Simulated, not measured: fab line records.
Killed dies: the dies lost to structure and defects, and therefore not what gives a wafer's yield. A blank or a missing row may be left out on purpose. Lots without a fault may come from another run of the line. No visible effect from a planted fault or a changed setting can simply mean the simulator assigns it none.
What tool caused it? | flow sfqLine | 14 lots with 42 wafers sampled at 2 steps, on a route of 325 steps

== WHAT THE GAUGES SHOWED, per wafer ==
The record holds no reading of a measuring or inspecting step that can be judged against a usual standard deviation.

== WHAT TOOL EACH LOT RAN ON (gives the tool, then ch and the chambers of the sampled wafers, and finally the start) ==
lot  | SFQ_TRILAYER_I1_VIA_LITHO_COAT_054 | SFQ_TRILAYER_I1_VIA_BARC_OPEN_VIA_ETCH_071
L664 | lithoTrack-02 ch 0, day 21 23:41   | rieDiel-02 ch 0,1,3, day 27 20:04
L666 | lithoTrack-01 ch 0, day 23 21:40   | rieDiel-02 ch 0,2,3, day 27 22:28
L668 | lithoTrack-01 ch 0, day 25 04:19   | rieDiel-02 ch 0,2,3, day 28 00:52
L669 | lithoTrack-02 ch 0, day 25 15:40   | rieDiel-04 ch 0,2,3, day 28 02:04
L678 | lithoTrack-02 ch 0, day 29 12:11   | rieDiel-01 ch 1,2,3, day 35 15:16
L679 | lithoTrack-02 ch 0, day 29 21:08   | rieDiel-01 ch 0,2, day 36 00:52
L680 | lithoTrack-03 ch 0, day 29 23:44   | rieDiel-04 ch 0,3, day 36 03:40
L681 | lithoTrack-01 ch 0, day 30 05:44   | rieDiel-01 ch 0,1, day 36 08:28
L682 | lithoTrack-03 ch 0, day 30 06:05   | rieDiel-04 ch 0,1,3, day 36 09:40
L683 | lithoTrack-03 ch 0, day 32 04:04   | rieDiel-01 ch 1,2, day 37 19:23
L684 | lithoTrack-03 ch 0, day 33 13:26   | rieDiel-01 ch 0,1,2, day 39 00:23
L685 | lithoTrack-01 ch 0, day 33 19:26   | rieDiel-04 ch 0,1,3, day 39 05:11
L686 | lithoTrack-02 ch 0, day 34 02:56   | rieDiel-04 ch 2,3, day 39 15:59
L687 | lithoTrack-03 ch 0, day 34 10:29   | rieDiel-02 ch 0,2,3, day 40 01:35
- SFQ_TRILAYER_I1_VIA_LITHO_COAT_054: resist thk 62 nm.
- SFQ_TRILAYER_I1_VIA_BARC_OPEN_VIA_ETCH_071: etches BARC in O2, target depth 125 nm, time 41.7 s.

== WHAT THE TOOLS THEMSELVES READ (means of the sampled wafers that have a number; where no wafer has one, the mark that the record gives instead) ==
SFQ_TRILAYER_I1_VIA_LITHO_COAT_054.
lot  | tool          | chillPlateTempC (C)
L664 | lithoTrack-02 | 23.03
L666 | lithoTrack-01 | 22.97
L668 | lithoTrack-01 | 22.99
L669 | lithoTrack-02 | 23.10
L678 | lithoTrack-02 | 23.05
L679 | lithoTrack-02 | 22.94
L680 | lithoTrack-03 | 22.94
L681 | lithoTrack-01 | 23.06
L682 | lithoTrack-03 | 23.01
L683 | lithoTrack-03 | 23.03
L684 | lithoTrack-03 | 22.91
L685 | lithoTrack-01 | 23.07
L686 | lithoTrack-02 | 23.09
L687 | lithoTrack-03 | 22.97

SFQ_TRILAYER_I1_VIA_BARC_OPEN_VIA_ETCH_071.
lot  | tool       | drypumpMotorCurrentA (A) | oesProductAu (a.u.)
L664 | rieDiel-02 | 5.66                     | 0.684
L666 | rieDiel-02 | 5.59                     | 0.681
L668 | rieDiel-02 | 5.61                     | 0.688
L669 | rieDiel-04 | 5.47                     | 0.684
L678 | rieDiel-01 | 5.55                     | 0.735
L679 | rieDiel-01 | 5.31                     | 0.737
L680 | rieDiel-04 | 5.69                     | 0.680
L681 | rieDiel-01 | 5.41                     | 0.687
L682 | rieDiel-04 | 5.71                     | 0.683
L683 | rieDiel-01 | 5.52                     | 0.685
L684 | rieDiel-01 | 5.36                     | 0.684
L685 | rieDiel-04 | 5.72                     | 0.685
L686 | rieDiel-04 | 5.29                     | 0.686
L687 | rieDiel-02 | 5.58                     | 0.681

== THE ANSWER, worked out from the rows above alone ==
Rule: the usual values come from the lots themselves. Put in order of their means at a reading, lots are off if they are a third of the lots or fewer, leave a main group of 4 or more, and stand apart from it by a gap of 3 or more times the standard deviation of the main group's means; of several such gaps the widest counts. The tables above print the reading to a certain number of digits; a main group whose means all agree to those digits is not used. A lot without any number at a reading at which 4 lots or more have one is off too. The other lots that the step has rows for count as sound. Order of review: gauges by route order, followed by the tools' own readings, for which a lot's mean as printed above is used. The first step at which some lot is off is used, and at that step the reading that is off furthest; a lot without a number counts as furthest.
Off: L678, L679 (SFQ_TRILAYER_I1_VIA_BARC_OPEN_VIA_ETCH_071, oesProductAu). Main group: mean 0.684 a.u., sd 0.0023.
If a tool, at that step or one of the process steps before it, ran each lot that is off and ran no sound lot following the first of them, it fits. None of those tried fits.

== WHAT THE SIMULATOR PUT IN ==
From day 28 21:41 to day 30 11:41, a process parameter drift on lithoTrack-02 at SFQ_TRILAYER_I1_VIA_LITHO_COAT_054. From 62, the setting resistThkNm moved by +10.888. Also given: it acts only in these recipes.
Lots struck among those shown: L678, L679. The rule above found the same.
